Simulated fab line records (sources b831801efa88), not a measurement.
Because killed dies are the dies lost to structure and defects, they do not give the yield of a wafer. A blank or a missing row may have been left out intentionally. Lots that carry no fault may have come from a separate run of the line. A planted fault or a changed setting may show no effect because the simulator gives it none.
Comparing a struck lot with a sound one :: flow sky130 :: 29 out of 708 route steps
Sound: the wafers L736.1, L736.4, L736.6. Wafers struck: L730.1, L730.4, L730.6. The cause is given at the end.
At each step with rows: each side's tool, then ch and its chambers, then its first start. Under that, the readings that differ: sound wafers :: struck wafers :: difference of the means :: sigmas: that difference in standard deviations of wafers without a fault.
alike: a reading whose means differ by less than 2 such deviations, as well as words and numbers matching on both sides. not compared: withheld readings; readings where some wafer has no value; bounds like >300 that might hide an equal value; numbers whose values overlap and for which the record gives no deviation.
Wherever a step has rows on one side only, a row that says differs or no value, or a row with sigmas, the two part there. Numbers that have no deviation but don't overlap get no sigmas and don't part them. A reading that every wafer of one side lacks parts them only if that side has two wafers or more.

first, 9 steps without rows for these wafers: SKY_METAL2_DEVELOP_14 (develop time 60 s); SKY_METAL2_DESCUM_17 (chemistry O2, time 8 s); SKY_METAL2_ETCH_18 (etches BARC in N2/H2, stops on SiO2, time 45.9 s, target depth 60 nm); SKY_METAL2_METAL_ETCH_19 (etches the open film in Cl2/BCl3, stops on SiO2, target depth 360 nm, time 78 s); SKY_METAL2_STRIP_20 (strips in O2/N2); SKY_METAL2_STRIP_21 (strips in post etch residue remover, time 1200 s); SKY_METAL2_CLEAN_22 (cleans in IPA, time 180 s); SKY_METAL2_CLEAN_23 (cleans in O3/DIW); SKY_VIA2_HDPCVD_00 (deposits SiO2, target thk 1180 nm, time 196.7 s).
SKY_VIA2_CMP_02: polishes SiO2.
  sound on cmp-02 ch 0,1,3, day 39 18:20; struck on cmp-01 ch 0,2, day 37 23:13
  no value came back on the struck wafers for edgeZonePressureFrac, headPressurePsi (psi), motorCurrentA (A); on the sound wafers edgeZonePressureFrac reads 0.998 0.993 0.997
reading: model.SiO2_of_VIA2_HDPCVD_00.thkNm (nm)
sound: 493.1 493.5 493.4
struck: 1182 1175 1169
difference: +682
sigmas: 
SKY_VIA2_BOW_MEAS_03:
  sound: filmMetro-04 at day 39 18:35; struck: filmMetro-01 at day 37 23:31
reading: VIA2_BOW (um)
sound: 84 81 90
struck: 119 123 116
difference: +34
sigmas: +5
then, 9 steps without rows for these wafers: SKY_VIA2_DEHYDRATE_04 (time 60 s); SKY_VIA2_HMDS_05 (prime time 60 s); SKY_VIA2_COAT_06 (resist thk 60 nm); SKY_VIA2_COAT_07 (resist thk 450 nm); SKY_VIA2_SOFTBAKE_08 (time 90 s); SKY_VIA2_EXPOSE_09 (exposes mask VIM2, target cd 200 nm); SKY_VIA2_PEB_10; SKY_VIA2_DEVELOP_11 (develop time 60 s); SKY_VIA2_ETCH_14 (etches BARC in N2/H2, stops on SiO2, time 45.9 s, target depth 60 nm).
SKY_VIA2_ETCH_15: etches SiO2 in C4F8/O2/Ar, stops on TiN, target depth 546 nm, time 84 s.
  sound on rieDiel-03 ch 0,1,2, day 40 19:23; struck on rieDiel-02 ch 0,2,3, day 39 01:41
reading: oesProductAu (a.u.)
sound: 0.937 0.946 0.941
struck: 1.646 1.645 1.656
difference: +0.708
sigmas: +99 or more

reading: model.etch.depthNm (nm)
sound: 493.1 493.5 493.4
struck: 553.7 555.9 558.1
difference: +62.6
sigmas: 

reading: model.VIA2.featureDepthNm (nm)
sound: 493.1 493.5 493.4
struck: 553.7 555.9 558.1
difference: +62.6
sigmas: 
  not compared: rfHoursCounterH
then, 6 steps without rows for these wafers: SKY_VIA2_STRIP_16 (strips in O2/N2); SKY_VIA2_STRIP_17 (strips in post etch residue remover, time 1200 s); SKY_VIA2_CLEAN_18 (cleans in IPA, time 180 s); SKY_VIA2_CLEAN_19 (cleans in O3/DIW); SKY_VIA2_SPUTTER_20 (material TiN, target thk 20 nm, time 80 s); SKY_VIA2_CVD_21 (deposits W, target thk 420 nm, time 126.4 s).
SKY_VIA2_CMP_24: polishes, stops on SiO2, t overpolish 20 s, target thk 0 nm.
  sound on cmp-01 ch 1,2,3, day 40 20:29; struck on cmp-01 ch 0,2, day 39 02:45
reading: model.SiO2_of_VIA2_HDPCVD_00.thkNm (nm)
sound: 488.7 489.1 489
struck: 1177 1171 1165
difference: +682
sigmas: 
  alike: edgeZonePressureFrac, headPressurePsi, motorCurrentA
-- the record jumps here: 9 days lie between the struck wafers' starts before and after (it left off in module VIA2 and takes up again in module PAD_OPEN, whose first step shown is number 708 of the route) --
SKY_PAD_OPEN_PROBE_99:
  sound: prober-01 at day 49 07:00; struck: prober-02 at day 48 00:55
reading: defectLimitedYield (%)
sound: 82.9 85.2 80.5
struck: 0 0 0
difference: -83
sigmas: -39

reading: killed_at_M0_to_M3
sound: 37 40 58
struck: 453 447 438
difference: +401
sigmas: +54

reading: killedDies
sound: 84 73 96
struck: 492 492 492
difference: +408
sigmas: +41

reading: killedOnRim
sound: 16 13 20
struck: 96 96 96
difference: +80
sigmas: +22

reading: sort_bin_5_function (%)
sound: 9.3 9.6 12.4
struck: 92.3 91.7 90.9
difference: +81.2
sigmas: +54

reading: sortNPass
sound: 408 419 396
struck: 0 0 0
difference: -408
sigmas: -41

reading: sortYieldPct (%)
sound: 82.9 85.2 80.5
struck: 0 0 0
difference: -83
sigmas: -39
  alike: killed_at_M4_up, killedAtContacts, killedAtFrontEnd, killedAtOther, killedOpen, killedShort, sort_bin_3_pad_short, sort_bin_6_memory

WHERE THEY PART
At SKY_VIA2_CMP_02 first; at SKY_PAD_OPEN_PROBE_99 last (within this record only).

WHY: what the simulator had put in
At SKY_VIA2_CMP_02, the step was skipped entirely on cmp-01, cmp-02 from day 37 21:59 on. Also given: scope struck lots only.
